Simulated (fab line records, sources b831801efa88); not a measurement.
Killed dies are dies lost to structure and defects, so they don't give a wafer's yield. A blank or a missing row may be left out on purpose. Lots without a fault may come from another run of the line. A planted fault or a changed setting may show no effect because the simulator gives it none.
fab line records | flow sky130
record lots=12 wafers=36 last_day=50
route steps=708 shown VIA2@509 METAL3@534 PAD_OPEN@708
lots that met no fault: from a run of the same line without faults
start_h: hours from the record's first day to the start of the lot's first wafer shown | wait_h: hours since the lot's step before | " the same as in the row above | L1.1+2: a row that stands for several wafers | - no value, or no start given | * or withheld: withheld | < > ~ a bound
route shown NAME@n: a module of which the file shows steps, and the number in the route of the first | usual: mean/standard deviation of fault-free wafers | same: alike in all rows | chamber/n: place in a boat | sites: the reading at each site | _std_site: their standard deviation | _edge_site: outer sites' mean less inner sites' | radius_mm: how far each site lies from the wafer's centre | mask NAME#n: copy n | behind: the tool/chamber that last shaped the wafer | hold: why the lot was held/for how many hours/how that ended | device: the transistor (n, p or np) that didn't switch | end of line: the same wafers' tests at the end of the route | a step without rows: its recipe alone | killed: dies lost to structure and defects at the first sort, not the wafer's yield | map: a wafer's dies, x killed, . not, _ none there
set.NAME: the setting as run; set.NAME@STEP: as run at that earlier step | model.NAME: the simulator's own value behind a step, which no gauge read
steps of the route over a sample of lots; a table a step, a row a wafer
services: from which hour (start_h, from the record's first day; less than 0 if before it) a tool's chamber was out of use, for how many hours, and why
## steps
# step SKY_VIA2_CMP_02
# recipe material=SiO2 down_force_psi=4 platen_rpm=60 pad_velocity_m_s=0.94248
# usual head_pressure_psi=4.000/0.008 motor_current_A=12.8/1.3 retaining_ring_pressure_frac=1.000/0.0047 slurry_filter_dp_kPa=13.47/0.14
# columns lot.wafer tool chamber start_h wait_h head_pressure_psi motor_current_A retaining_ring_pressure_frac slurry_filter_dp_kPa
L136.1 cmp-02 0 815.78 0.1 3.993 11.7 0.999 13.24
L136.5 " 2 " " 3.999 14.9 1.008 13.38
L136.6 " 3 " " 3.996 12.3 1.005 13.56
L137.3 cmp-02 2 825.03 0.0 4.004 15.1 0.997 13.32
L137.6 " 2 " " 3.989 15.0 1.002 13.48
L137.5 " 3 " " 4.010 13.6 1.011 13.53
L138.4 cmp-02 2 832.31 0.0 4.001 14.6 1.006 13.58
L138.1 " 3 " " 4.008 12.9 0.992 13.41
L138.2 " 0 " " 4.004 12.3 1.008 13.43
L139.4 cmp-02 2 842.82 0.1 4.011 15.1 0.995 13.44
L139.1 " 3 " " 4.007 13.1 1.005 13.46
L139.6 " 1 " " 4.003 14.3 1.002 13.49
L141.3 cmp-02 1 853.68 0.1 3.992 13.9 1.003 13.51
L141.2 " 2 " " 4.012 14.6 1.004 13.51
L141.5 " 1 " " 4.006 13.5 1.003 13.18
L143.4 cmp-01 0 873.29 0.0 4.010 11.2 0.988 13.52
L143.5 " 0 " " 3.994 11.2 0.997 13.62
L143.6 " 1 " " 3.996 13.0 1.003 13.53
L144.1 cmp-02 0 886.95 0.1 4.000 13.0 1.000 13.33
L144.4 " 1 " " 4.003 14.2 1.002 13.36
L144.5 " 0 " " 3.999 12.4 1.004 13.34
L149.1 cmp-01 1 917.61 0.1 3.996 12.6 1.000 13.61
L149.4 " 3 " " 4.002 10.9 0.999 13.13
L149.5 " 0 " " 4.013 11.8 0.992 13.64
L150.4 cmp-01 3 927.73 0.0 3.999 10.9 0.997 13.44
L150.2 " 2 " " 3.984 11.2 1.006 13.59
L150.5 " 0 " " 3.996 11.6 0.991 13.47
L153.4 cmp-02 1 943.20 0.0 4.010 13.6 1.002 13.66
L153.2 " 0 " " 4.003 12.7 0.996 13.53
L153.6 " 1 " " 4.003 14.8 1.002 13.28
L157.3 cmp-02 2 972.28 0.1 4.005 14.7 0.994 13.59
L157.5 " 0 " " 4.002 12.4 1.001 13.38
L157.6 " 1 " " 3.984 14.9 1.000 13.43
L158.4 cmp-01 1 977.97 0.1 3.990 13.1 0.993 13.55
L158.3 " 2 " " 3.999 11.7 0.997 13.48
L158.5 " 0 " " 3.997 11.2 1.002 13.36
# step SKY_VIA2_THK_MEAS_23
# recipe thk_meas_gauge=xrf reads=W_of_VIA2_CVD_21
# usual VIA2_W_THK=417/9.9
# columns lot.wafer tool chamber start_h wait_h VIA2_W_THK[nm]
L136.1 film_metro-03 - 843.48 0.1 414
L136.5 " - " " 415
L136.6 " - " " 436
L137.3 film_metro-02 - 852.46 0.1 403
L137.5 " - " " 404
L137.6 " - " " 423
L138.1 film_metro-03 - 859.84 0.1 419
L138.2 " - " " 436
L138.4 " - " " 422
L139.1 film_metro-03 - 870.12 0.1 428
L139.4 " - " " 422
L139.6 " - " " 424
L141.2 film_metro-02 - 881.15 0.1 407
L141.3 " - " " 409
L141.5 " - " " 412
L143.4 film_metro-02 - 900.38 0.1 407
L143.5 " - " " 405
L143.6 " - " " 403
L144.1 film_metro-03 - 914.43 0.1 424
L144.4 " - " " 420
L144.5 " - " " 421
L149.1 film_metro-04 - 943.60 0.1 405
L149.4 " - " " 407
L149.5 " - " " 426
L150.2 film_metro-02 - 953.12 0.1 420
L150.4 " - " " 407
L150.5 " - " " 422
L153.2 film_metro-02 - 968.38 0.1 414
L153.4 " - " " 411
L153.6 " - " " 412
L157.3 film_metro-02 - 997.08 0.1 410
L157.5 " - " " 412
L157.6 " - " " 410
L158.3 film_metro-03 - 1002.80 0.1 418
L158.4 " - " " 435
L158.5 " - " " 417
# step SKY_METAL3_SPUTTER_02
# recipe material=AlCu target_thk_nm=735 power_w=10600 time_s=39.1 chamber_pressure_pa=0.4
# usual chamber_pressure_pa=0.4001/0.00076 throttle_valve_pct=30.2/1.2
# columns lot.wafer tool chamber start_h wait_h chamber_pressure_pa throttle_valve_pct
L136.1 pvd_sputter-04 - 843.89 0.0 0.4003 28.9
L136.5 " - " " 0.3994 31.7
L136.6 " - " " 0.3998 29.0
L137.3 pvd_sputter-01 - 852.85 0.0 0.3999 30.3
L137.5 " - " " 0.4007 31.3
L137.6 " - " " 0.3992 32.2
L138.1 pvd_sputter-03 - 860.25 0.0 0.3999 29.6
L138.2 " - " " 0.3993 30.4
L138.4 " - " " 0.3992 29.8
L139.1 pvd_sputter-01 - 870.52 0.0 0.4002 31.2
L139.4 " - " " 0.3999 31.8
L139.6 " - " " 0.3997 28.8
L141.2 pvd_sputter-04 - 881.55 0.0 0.3989 31.8
L141.3 " - " " 0.3996 28.4
L141.5 " - " " 0.3989 31.8
L143.4 pvd_sputter-01 - 900.75 0.0 0.3996 30.2
L143.5 " - " " 0.4004 28.7
L143.6 " - " " 0.3999 31.9
L144.1 pvd_sputter-04 - 914.84 0.0 0.4002 30.6
L144.4 " - " " 0.3992 28.4
L144.5 " - " " 0.3993 30.9
L149.1 pvd_sputter-01 - 944.01 0.0 0.3999 31.8
L149.4 " - " " 0.4001 31.1
L149.5 " - " " 0.3987 30.1
L150.2 pvd_sputter-01 - 953.52 0.0 0.3990 31.2
L150.4 " - " " 0.4006 32.0
L150.5 " - " " 0.4000 30.5
L153.2 pvd_sputter-04 - 968.78 0.0 0.3992 30.5
L153.4 " - " " 0.3992 28.6
L153.6 " - " " 0.4019 30.5
L157.3 pvd_sputter-04 - 997.46 0.0 0.3995 28.6
L157.5 " - " " 0.3989 28.3
L157.6 " - " " 0.3995 28.7
L158.3 pvd_sputter-04 - 1003.19 0.0 0.4010 28.8
L158.4 " - " " 0.4009 31.7
L158.5 " - " " 0.3996 31.8
# step SKY_METAL3_SPUTTER_04
# recipe material=TiN target_thk_nm=70 power_w=6500 time_s=58.3 chamber_pressure_pa=0.4
# usual chamber_pressure_pa=0.4001/0.0008 throttle_valve_pct=30.2/1.2
# columns lot.wafer tool chamber start_h wait_h chamber_pressure_pa throttle_valve_pct
L136.1 pvd_sputter-04 - 843.94 0.0 0.3999 28.7
L136.5 " - " " 0.3994 32.0
L136.6 " - " " 0.4006 28.8
L137.3 pvd_sputter-01 - 852.91 0.0 0.4000 30.2
L137.5 " - " " 0.4006 31.1
L137.6 " - " " 0.3997 31.8
L138.1 pvd_sputter-03 - 860.31 0.0 0.4010 29.7
L138.2 " - " " 0.4002 30.3
L138.4 " - " " 0.4005 29.8
L139.1 pvd_sputter-01 - 870.58 0.0 0.4018 31.1
L139.4 " - " " 0.4005 31.7
L139.6 " - " " 0.4005 28.6
L141.2 pvd_sputter-04 - 881.61 0.0 0.4006 32.0
L141.3 " - " " 0.3995 28.5
L141.5 " - " " 0.4006 32.0
L143.4 pvd_sputter-01 - 900.81 0.0 0.4003 30.3
L143.5 " - " " 0.3997 29.0
L143.6 " - " " 0.4003 31.9
L144.1 pvd_sputter-04 - 914.90 0.0 0.3992 30.7
L144.4 " - " " 0.3997 28.3
L144.5 " - " " 0.3987 30.6
L149.1 pvd_sputter-01 - 944.06 0.0 0.4362 30.6
L149.4 " - " " 0.4370 29.6
L149.5 " - " " 0.4364 29.2
L150.2 pvd_sputter-01 - 953.57 0.0 0.4380 29.7
L150.4 " - " " 0.4372 30.7
L150.5 " - " " 0.4373 28.9
L153.2 pvd_sputter-04 - 968.84 0.0 0.4007 30.5
L153.4 " - " " 0.3997 28.5
L153.6 " - " " 0.4001 30.7
L157.3 pvd_sputter-04 - 997.52 0.0 0.4001 28.8
L157.5 " - " " 0.4010 28.4
L157.6 " - " " 0.4004 28.7
L158.3 pvd_sputter-04 - 1003.24 0.0 0.3999 28.7
L158.4 " - " " 0.4008 31.5
L158.5 " - " " 0.4006 31.8
# step SKY_PAD_OPEN_PROBE_99
# usual defect_limited_yield=82.7/1.8 killed_at_M0_to_M3=43/6.8 killed_at_M4_up=3.2/1.8 killed_at_contacts=24/5.2 killed_at_front_end=15/4.2 killed_at_other=0.4/0.62 killed_dies=85/8.7 killed_open=46/6.7 killed_short=39/5.9 sort_bin_3_pad_short=0.9/0.41 sort_bin_5_function=10.2/1.5 sort_bin_6_memory=6.3/1.1 sort_n_pass=407/8.7 sort_yield_pct=82.7/1.8
# same gross_dies=492 killed_at_back_side=0 sort_bin_4_leakage[%]=0 sort_bin_8_speed[%]=0
# columns lot.wafer tool chamber start_h wait_h defect_limited_yield[%] killed_at_M0_to_M3 killed_at_M4_up killed_at_contacts killed_at_front_end killed_at_other killed_dies killed_open killed_short sort_bin_3_pad_short[%] sort_bin_5_function[%] sort_bin_6_memory[%] sort_n_pass sort_yield_pct[%]
L136.1 prober-01 - 1069.82 0.1 83.9 45 0 22 11 1 79 45 34 0.8 8.9 6.3 413 83.9
L136.5 prober-01 - 1070.02 0.2 82.3 46 3 22 16 0 87 50 36 0.8 11.8 5.1 405 82.3
L136.6 prober-01 - 1070.07 0.2 82.3 37 7 31 12 0 87 38 49 0.4 8.9 8.3 405 82.3
L137.3 prober-02 - 1079.06 0.2 80.1 48 3 35 11 1 98 57 41 0.8 11.6 7.5 394 80.1
L137.5 prober-02 - 1079.16 0.2 85.2 42 2 18 11 0 73 35 38 1.2 7.9 5.7 419 85.2
L137.6 prober-02 - 1079.21 0.2 79.1 52 3 30 16 2 103 53 50 1.2 12.8 6.9 389 79.1
L138.1 prober-01 - 1082.27 0.1 79.1 56 3 28 16 0 103 56 47 0.6 12.6 7.7 389 79.1
L138.2 prober-01 - 1082.32 0.1 80.3 54 2 24 17 0 97 55 41 0.8 10.6 8.3 395 80.3
L138.4 prober-01 - 1082.42 0.2 83.1 44 1 21 17 0 83 48 33 0.2 11.0 5.7 409 83.1
L139.1 prober-01 - 1092.99 0.1 83.5 37 3 22 19 0 81 44 37 0.8 10.4 5.3 411 83.5
L139.4 prober-01 - 1093.14 0.2 81.3 49 6 24 12 1 92 58 34 0.4 10.2 8.1 400 81.3
L139.6 prober-01 - 1093.24 0.2 81.3 48 5 27 12 0 92 57 35 0.6 11.6 6.5 400 81.3
L141.2 prober-02 - 1102.46 0.1 83.7 39 6 19 16 0 80 41 39 0.2 11.2 4.9 412 83.7
L141.3 prober-02 - 1102.51 0.2 84.8 35 2 16 22 0 75 37 37 0.4 8.3 6.5 417 84.8
L141.5 prober-02 - 1102.61 0.2 83.1 40 3 21 19 0 83 40 42 1.0 9.6 6.3 409 83.1
L143.4 prober-02 - 1116.12 0.2 83.5 40 3 29 9 0 81 51 30 0.8 10.8 4.9 411 83.5
L143.5 prober-02 - 1116.17 0.2 82.7 36 1 30 16 2 85 43 41 0.2 10.6 6.5 407 82.7
L143.6 prober-02 - 1116.22 0.2 82.5 47 1 30 7 1 86 51 35 0.6 10.4 6.5 406 82.5
L144.1 prober-02 - 1125.35 0.1 85.4 38 0 22 12 0 72 35 37 0.8 7.5 6.3 420 85.4
L144.4 prober-02 - 1125.50 0.2 83.7 45 3 23 9 0 80 42 38 1.2 9.6 5.5 412 83.7
L144.5 prober-02 - 1125.55 0.2 85.6 41 4 18 6 2 71 35 36 0.8 8.1 5.5 421 85.6
L149.1 prober-01 - 1147.32 0.1 85.8 33 1 22 14 0 70 41 29 0.6 10.0 3.7 422 85.8
L149.4 prober-01 - 1147.47 0.2 84.3 45 3 21 8 0 77 49 28 0.4 8.5 6.7 415 84.3
L149.5 prober-01 - 1147.52 0.2 81.7 45 7 26 12 0 90 48 42 1.0 10.0 7.3 402 81.7
L150.2 prober-02 - 1154.51 0.1 81.7 49 2 24 14 1 90 57 33 0.4 10.6 7.3 402 81.7
L150.4 prober-02 - 1154.61 0.2 84.6 34 2 23 17 0 76 40 36 0.4 9.6 5.5 416 84.6
L150.5 prober-02 - 1154.66 0.2 82.9 38 2 30 12 2 84 45 37 1.0 10.8 5.3 408 82.9
L153.2 prober-01 - 1166.36 0.1 82.5 38 3 22 23 0 86 51 35 1.0 12.0 4.5 406 82.5
L153.4 prober-01 - 1166.46 0.2 82.5 48 0 22 15 1 86 45 41 1.2 9.8 6.5 406 82.5
L153.6 prober-01 - 1166.56 0.2 85.8 40 6 11 11 2 70 34 36 1.0 7.7 5.5 422 85.8
L157.3 prober-01 - 1187.46 0.2 86.2 34 4 18 12 0 68 35 33 1.2 7.9 4.7 424 86.2
L157.5 prober-01 - 1187.56 0.2 83.1 43 2 24 14 0 83 49 34 1.2 11.0 4.7 409 83.1
L157.6 prober-01 - 1187.61 0.2 80.1 44 6 34 14 0 98 45 53 0.8 15.2 3.9 394 80.1
L158.3 prober-02 - 1190.73 0.2 84.8 40 1 16 17 1 75 34 41 1.6 8.3 5.3 417 84.8
L158.4 prober-02 - 1190.78 0.2 82.3 44 3 26 13 1 87 43 42 0.8 10.0 6.9 405 82.3
L158.5 prober-02 - 1190.83 0.2 82.9 45 3 21 14 1 84 51 32 0.6 9.1 7.3 408 82.9
# killed by level:class
L136.1 METAL1:geometric_particle:short=9 CONTACT:geometric_particle:open=8 VIA2:geometric_particle:open=8 VIA1:geometric_particle:open=6 VIA3:geometric_particle:open=5 METAL2:geometric_particle:short=5 SPACER:geometric_particle:open=4 LI_CONTACT:geometric_particle:open=4
L136.5 VIA1:geometric_particle:open=12 CONTACT:geometric_particle:open=9 VIA2:geometric_particle:open=9 VIA3:geometric_particle:open=6 LI_CONTACT:geometric_particle:short=5 LI_CONTACT:geometric_particle:open=5 VIA1:geometric_particle:short=5 FIELD_ISO:geometric_particle:short=4
L136.6 LI_CONTACT:geometric_particle:open=9 CONTACT:geometric_particle:open=8 VIA3:geometric_particle:open=7 METAL4:geometric_particle:short=7 LOCAL_INTERCONNECT:geometric_particle:short=6 CONTACT:geometric_particle:short=6 METAL2:geometric_particle:short=5 METAL3:geometric_particle:short=5
L137.3 CONTACT:geometric_particle:open=13 VIA1:geometric_particle:open=12 CONTACT:geometric_particle:short=11 VIA2:geometric_particle:open=9 VIA3:geometric_particle:open=6 POLY_GATE:geometric_particle:open=5 LI_CONTACT:geometric_particle:open=5 METAL1:geometric_particle:short=5
L137.5 VIA3:geometric_particle:open=7 VIA1:geometric_particle:open=7 CONTACT:geometric_particle:short=6 VIA1:geometric_particle:short=6 VIA2:geometric_particle:short=6 FIELD_ISO:geometric_particle:open=5 LOCAL_INTERCONNECT:geometric_particle:short=5 CONTACT:geometric_particle:open=4
L137.6 VIA1:geometric_particle:open=13 LOCAL_INTERCONNECT:geometric_particle:short=9 CONTACT:geometric_particle:open=8 CONTACT:geometric_particle:short=7 FIELD_ISO:geometric_particle:open=6 VIA1:geometric_particle:short=6 VIA3:geometric_particle:open=6 METAL1:geometric_particle:short=6
L138.1 VIA1:geometric_particle:open=12 CONTACT:geometric_particle:open=10 VIA3:geometric_particle:open=9 METAL1:geometric_particle:short=9 FIELD_ISO:geometric_particle:open=6 METAL2:geometric_particle:short=6 CONTACT:geometric_particle:short=5 LI_CONTACT:geometric_particle:open=5
L138.2 VIA3:geometric_particle:open=12 CONTACT:geometric_particle:open=10 VIA1:geometric_particle:open=9 METAL1:geometric_particle:short=6 VIA2:geometric_particle:open=6 LI_CONTACT:geometric_particle:open=5 VIA1:geometric_particle:short=5 METAL2:geometric_particle:short=5
L138.4 CONTACT:geometric_particle:open=11 VIA2:geometric_particle:open=10 VIA3:geometric_particle:open=7 LI_CONTACT:geometric_particle:open=6 METAL1:geometric_particle:short=6 VIA1:geometric_particle:open=6 METAL2:geometric_particle:short=6 POLY_GATE:geometric_particle:short=5
L139.1 VIA1:geometric_particle:open=8 CONTACT:geometric_particle:open=7 LOCAL_INTERCONNECT:geometric_particle:short=6 VIA3:geometric_particle:short=6 FIELD_ISO:geometric_particle:open=5 LI_CONTACT:geometric_particle:short=5 VIA3:geometric_particle:open=5 POLY_GATE:geometric_particle:short=4
L139.4 CONTACT:geometric_particle:open=12 VIA1:geometric_particle:open=11 VIA3:geometric_particle:open=10 VIA2:geometric_particle:open=7 VIA1:geometric_particle:short=6 METAL4:geometric_particle:short=5 METAL2:geometric_particle:short=4 FIELD_ISO:geometric_particle:open=3
L139.6 VIA3:geometric_particle:open=11 CONTACT:geometric_particle:open=8 VIA1:geometric_particle:open=8 VIA2:geometric_particle:open=7 LI_CONTACT:geometric_particle:open=6 LOCAL_INTERCONNECT:geometric_particle:short=6 METAL1:geometric_particle:short=6 FIELD_ISO:geometric_particle:open=4
L141.2 LI_CONTACT:geometric_particle:open=8 POLY_GATE:geometric_particle:short=7 VIA1:geometric_particle:open=6 VIA3:geometric_particle:open=6 METAL4:geometric_particle:short=6 VIA2:geometric_particle:open=5 METAL1:geometric_particle:open=4 CONTACT:geometric_particle:open=4
L141.3 VIA1:geometric_particle:open=9 FIELD_ISO:geometric_particle:short=7 POLY_GATE:geometric_particle:open=5 LI_CONTACT:geometric_particle:open=5 CONTACT:geometric_particle:open=5 POLY_GATE:geometric_particle:short=4 METAL1:geometric_particle:short=4 METAL3:geometric_particle:short=4
L141.5 CONTACT:geometric_particle:open=9 METAL1:geometric_particle:short=9 VIA1:geometric_particle:open=7 VIA1:geometric_particle:short=6 VIA3:geometric_particle:open=6 FIELD_ISO:geometric_particle:short=4 POLY_GATE:geometric_particle:short=4 CONTACT:geometric_particle:short=4
L143.4 CONTACT:geometric_particle:open=14 VIA1:geometric_particle:open=13 LI_CONTACT:geometric_particle:open=5 LOCAL_INTERCONNECT:geometric_particle:short=5 VIA3:geometric_particle:open=5 POLY_GATE:geometric_particle:open=4 CONTACT:geometric_particle:short=4 VIA1:geometric_particle:short=4
L143.5 CONTACT:geometric_particle:open=16 CONTACT:geometric_particle:short=9 FIELD_ISO:geometric_particle:short=6 METAL1:geometric_particle:short=6 VIA3:geometric_particle:open=6 FIELD_ISO:geometric_particle:open=5 VIA1:geometric_particle:open=5 VIA3:geometric_particle:short=4
L143.6 VIA1:geometric_particle:open=14 LI_CONTACT:geometric_particle:open=9 VIA3:geometric_particle:open=9 CONTACT:geometric_particle:short=8 CONTACT:geometric_particle:open=8 METAL1:geometric_particle:short=4 VIA1:geometric_particle:short=4 METAL3:geometric_particle:short=4
L144.1 CONTACT:geometric_particle:open=10 VIA1:geometric_particle:open=7 LOCAL_INTERCONNECT:geometric_particle:short=6 METAL2:geometric_particle:short=5 VIA3:geometric_particle:open=5 FIELD_ISO:geometric_particle:short=4 CONTACT:geometric_particle:short=4 VIA2:geometric_particle:open=4
L144.4 CONTACT:geometric_particle:open=10 VIA3:geometric_particle:open=7 METAL2:geometric_particle:short=7 VIA2:geometric_particle:open=7 VIA1:geometric_particle:open=6 VIA1:geometric_particle:short=5 LI_CONTACT:geometric_particle:open=4 CONTACT:geometric_particle:short=4
L144.5 VIA1:geometric_particle:open=12 LI_CONTACT:geometric_particle:open=5 CONTACT:geometric_particle:open=5 METAL1:geometric_particle:short=5 LOCAL_INTERCONNECT:geometric_particle:short=4 VIA1:geometric_particle:short=4 VIA2:geometric_particle:short=4 VIA2:geometric_particle:open=4
L149.1 VIA1:geometric_particle:open=7 VIA2:geometric_particle:open=7 LI_CONTACT:geometric_particle:open=6 LOCAL_INTERCONNECT:geometric_particle:short=6 CONTACT:geometric_particle:open=6 METAL1:geometric_particle:short=5 VIA3:geometric_particle:open=5 FIELD_ISO:geometric_particle:open=4
L149.4 VIA1:geometric_particle:open=10 CONTACT:geometric_particle:open=7 METAL1:geometric_particle:short=6 VIA2:geometric_particle:open=6 VIA3:geometric_particle:open=6 FIELD_ISO:geometric_particle:open=5 LI_CONTACT:geometric_particle:open=5 CONTACT:geometric_particle:short=5
L149.5 CONTACT:geometric_particle:open=9 VIA1:geometric_particle:open=8 LOCAL_INTERCONNECT:geometric_particle:short=7 VIA2:geometric_particle:open=7 CONTACT:geometric_particle:short=6 VIA3:geometric_particle:open=5 VIA1:geometric_particle:short=5 METAL2:geometric_particle:short=5
L150.2 VIA1:geometric_particle:open=20 VIA2:geometric_particle:open=9 CONTACT:geometric_particle:open=8 LI_CONTACT:geometric_particle:open=7 VIA1:geometric_particle:short=6 CONTACT:geometric_particle:short=5 VIA2:geometric_particle:short=4 POLY_GATE:geometric_particle:open=3
L150.4 CONTACT:geometric_particle:open=9 LI_CONTACT:geometric_particle:open=7 METAL1:geometric_particle:short=6 VIA1:geometric_particle:open=6 VIA2:geometric_particle:short=6 FIELD_ISO:geometric_particle:open=5 VIA1:geometric_particle:short=5 FIELD_ISO:geometric_particle:short=4
L150.5 CONTACT:geometric_particle:open=10 VIA1:geometric_particle:open=9 LI_CONTACT:geometric_particle:open=7 METAL1:geometric_particle:short=7 LI_CONTACT:geometric_particle:short=6 POLY_GATE:geometric_particle:open=4 CONTACT:geometric_particle:short=4 VIA2:geometric_particle:open=4
L153.2 VIA1:geometric_particle:open=12 LI_CONTACT:geometric_particle:open=9 FIELD_ISO:geometric_particle:open=8 CONTACT:geometric_particle:open=8 FIELD_ISO:geometric_particle:short=7 POLY_GATE:geometric_particle:open=5 METAL2:geometric_particle:short=5 VIA2:geometric_particle:short=4
L153.4 VIA1:geometric_particle:open=11 CONTACT:geometric_particle:open=10 VIA3:geometric_particle:open=9 VIA1:geometric_particle:short=7 CONTACT:geometric_particle:short=6 VIA3:geometric_particle:short=5 FIELD_ISO:geometric_particle:open=4 METAL1:geometric_particle:short=4
L153.6 VIA1:geometric_particle:open=9 CONTACT:geometric_particle:open=7 METAL1:geometric_particle:short=5 VIA1:geometric_particle:short=5 VIA3:geometric_particle:open=5 POLY_GATE:geometric_particle:short=4 METAL2:geometric_particle:short=4 METAL4:geometric_particle:short=4
L157.3 VIA1:geometric_particle:open=10 CONTACT:geometric_particle:short=5 VIA3:geometric_particle:open=4 VIA3:geometric_particle:short=4 LOCAL_INTERCONNECT:geometric_particle:short=4 CONTACT:geometric_particle:open=4 METAL1:geometric_particle:short=4 METAL2:geometric_particle:short=4
L157.5 CONTACT:geometric_particle:open=13 VIA1:geometric_particle:open=13 METAL1:geometric_particle:short=8 VIA3:geometric_particle:short=6 VIA2:geometric_particle:open=5 POLY_GATE:geometric_particle:open=4 LI_CONTACT:geometric_particle:open=4 FIELD_ISO:geometric_particle:open=3
L157.6 LI_CONTACT:geometric_particle:open=9 CONTACT:geometric_particle:open=9 VIA1:geometric_particle:short=7 METAL2:geometric_particle:short=7 LI_CONTACT:geometric_particle:short=6 VIA1:geometric_particle:open=6 VIA2:geometric_particle:open=6 POLY_GATE:geometric_particle:open=5
L158.3 VIA1:geometric_particle:open=15 FIELD_ISO:geometric_particle:short=6 CONTACT:geometric_particle:short=5 CONTACT:geometric_particle:open=5 METAL1:geometric_particle:short=5 VIA1:geometric_particle:short=5 SPACER:geometric_particle:short=4 LI_CONTACT:geometric_particle:open=4
L158.4 METAL2:geometric_particle:short=11 LI_CONTACT:geometric_particle:open=9 VIA2:geometric_particle:open=8 LOCAL_INTERCONNECT:geometric_particle:short=7 CONTACT:geometric_particle:open=7 METAL1:geometric_particle:short=7 FIELD_ISO:geometric_particle:short=6 VIA1:geometric_particle:open=4
L158.5 VIA1:geometric_particle:open=9 VIA3:geometric_particle:open=9 LI_CONTACT:geometric_particle:open=8 METAL2:geometric_particle:short=7 CONTACT:geometric_particle:open=5 VIA2:geometric_particle:open=5 METAL1:geometric_particle:short=4 METAL2:geometric_particle:open=4
## services
# columns tool chamber start_h hours kind
cmp-02 - 792.16 1.1 repair
pvd_sputter-03 - 814.00 2.4 repair
cmp-02 - 828.03 1.5 repair
cmp-02 - 830.16 1.5 repair
cmp-02 - 855.67 2.2 repair
pvd_sputter-03 - 899.38 11.7 repair
pvd_sputter-01 - 901.16 0.5 repair
cmp-02 - 912.41 4.0 pm
cmp-02 - 916.41 - consumable_replace:conditioner
cmp-02 - 916.41 - consumable_replace:pad
cmp-02 - 945.23 3.7 pm
cmp-02 - 954.14 6.5 repair
cmp-01 - 954.66 1.8 repair
cmp-01 - 958.16 0.6 repair
cmp-01 - 961.64 1.5 repair
cmp-01 - 969.74 2.0 repair
cmp-01 - 971.85 3.7 pm
pvd_sputter-03 - 974.35 9.4 repair
cmp-02 - 988.21 5.0 repair
pvd_sputter-01 - 993.81 0.7 repair
cmp-02 - 995.96 1.7 repair
## key
first_sign step=SKY_METAL3_SPUTTER_04 reading=chamber_pressure_pa direction=up sigmas=46 usual=0.4001 struck=0.4370
effect none on later readings
met_at SKY_METAL3_SPUTTER_04
struck_lots L149,L150
not_acting_at SKY_VIA2_CMP_02,SKY_VIA2_THK_MEAS_23,SKY_METAL3_SPUTTER_02
onset_between 900.81 944.06
fault kind=process_parameter_drift tool=pvd_sputter-01 chamber=- onset_h=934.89 steps=SKY_METAL3_SPUTTER_04 channel=chamber_pressure_pa offset=0.036894 shape=step end_h=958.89 acts_in=these_recipes_only stated=0.4
